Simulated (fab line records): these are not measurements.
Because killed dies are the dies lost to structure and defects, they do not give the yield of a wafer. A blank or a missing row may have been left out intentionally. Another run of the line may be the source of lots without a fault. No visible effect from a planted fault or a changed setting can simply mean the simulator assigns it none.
Comparing a struck lot with a sound one    flow sky130    18 steps out of a route of 708
Sound: the wafers L609.2, L609.5, L609.6. Struck: wafers L605.1, L605.2, L605.3. Last of all comes the cause.
Per side, at each step with rows, come the tool, then ch with its chambers, and then its first start. Under that, the readings that differ: sound wafers    struck wafers    difference of the means    sigmas: that difference in standard deviations of wafers without a fault.
alike: readings whose means differ by less than 2 such deviations, and words and numbers that are the same on both sides. not compared: withheld readings, readings that some wafer has no value for, bounds like >300 that may hide the same value, and numbers for which the record gives no deviation and whose values overlap.
Wherever a step has rows on one side only, a row that says differs or no value, or a row with sigmas, the two part there. Non-overlapping numbers with no deviation appear without sigmas and do not part them. A reading that every wafer of one side lacks parts them only if that side has two wafers or more.

first, 5 steps without rows for these wafers: SKY_LDD_P_COAT_02 (resist thk 1140 nm); SKY_LDD_P_SOFTBAKE_03 (time 60 s); SKY_LDD_P_EXPOSE_04 (exposes mask PSDM, target cd 380 nm); SKY_LDD_P_PEB_05; SKY_LDD_P_DEVELOP_06 (develop time 60 s).
SKY_LDD_P_CD_MEAS_07: the cd target is 380 nm.
  sound on cdSem-02, day 24 15:38; struck on cdSem-01, day 22 18:52
reading    sound              struck             difference  sigmas
cdNm (nm)  375.8 376.5 378.8  383.9 383.9 382.7  +6.5        +2
SKY_LDD_P_OVL_MEAS_08:
  sound on overlay-01, day 24 15:45; struck on overlay-01, day 22 18:59
  alike: LDD_P_OVL
following that, these wafers have no rows for 1 step: SKY_LDD_P_IMPLANT_09.
SKY_LDD_P_STRIP_10: strips in O2/N2.
  sound on plasmaAsher-02 ch 0,1, day 24 15:56; struck on plasmaAsher-03 ch 0,1, day 22 19:11
  alike: drypumpMotorCurrentA, oesProductAu, stripTimeToEndpointS
  not compared: rfHoursCounterH
SKY_LDD_P_TW_MEAS_11:
  sound on filmMetro-03, day 24 16:02; struck on filmMetro-03, day 22 19:17
  alike: LDD_P_TW
then, 2 steps without rows for these wafers: SKY_LDD_HVN_DEHYDRATE_00 (time 60 s); SKY_LDD_HVN_HMDS_01 (prime time 60 s).
SKY_LDD_HVN_COAT_02: resist thk 300 nm.
  sound on lithoTrack-03 ch 0, day 25 06:22; struck on lithoTrack-02 ch 0, day 23 09:49
reading                                      sound                 struck                difference  sigmas
spinSpeedRpm (rpm)                           3000.2 2999.6 3000.1  3062.4 3060.9 3061.0  +61.5       +28
model.NOVOLAK_of_LDD_HVN_COAT_02.thkNm (nm)  299.6 300.1 298.8     297.7 297.8 297.2     -1.9        
  alike: chillPlateTempC
then, 3 steps without rows for these wafers: SKY_LDD_HVN_SOFTBAKE_03 (time 60 s); SKY_LDD_HVN_EXPOSE_04 (exposes mask HVNTM, target cd 700 nm); SKY_LDD_HVN_PEB_05.
SKY_LDD_HVN_DEVELOP_06: develop time 60 s.
  sound on lithoTrack-02 ch 0, day 25 20:44; struck on lithoTrack-03 ch 0, day 24 00:08
reading                                      sound              struck             difference  sigmas
model.NOVOLAK_of_LDD_HVN_COAT_02.thkNm (nm)  299.2 299.7 298.4  297.2 297.4 296.8  -2.0        
  alike: chillPlateTempC
SKY_LDD_HVN_OVL_MEAS_07:
  sound on overlay-02, day 25 20:52; struck on overlay-01, day 24 00:17
  alike: LDD_HVN_OVL

## WHERE THEY PART
Last at SKY_LDD_HVN_COAT_02 as far as this record goes, first at SKY_LDD_P_CD_MEAS_07. Later steps at which nothing parts them and some readings are alike: SKY_LDD_HVN_DEVELOP_06, SKY_LDD_HVN_OVL_MEAS_07.

WHY: what the simulator had put in
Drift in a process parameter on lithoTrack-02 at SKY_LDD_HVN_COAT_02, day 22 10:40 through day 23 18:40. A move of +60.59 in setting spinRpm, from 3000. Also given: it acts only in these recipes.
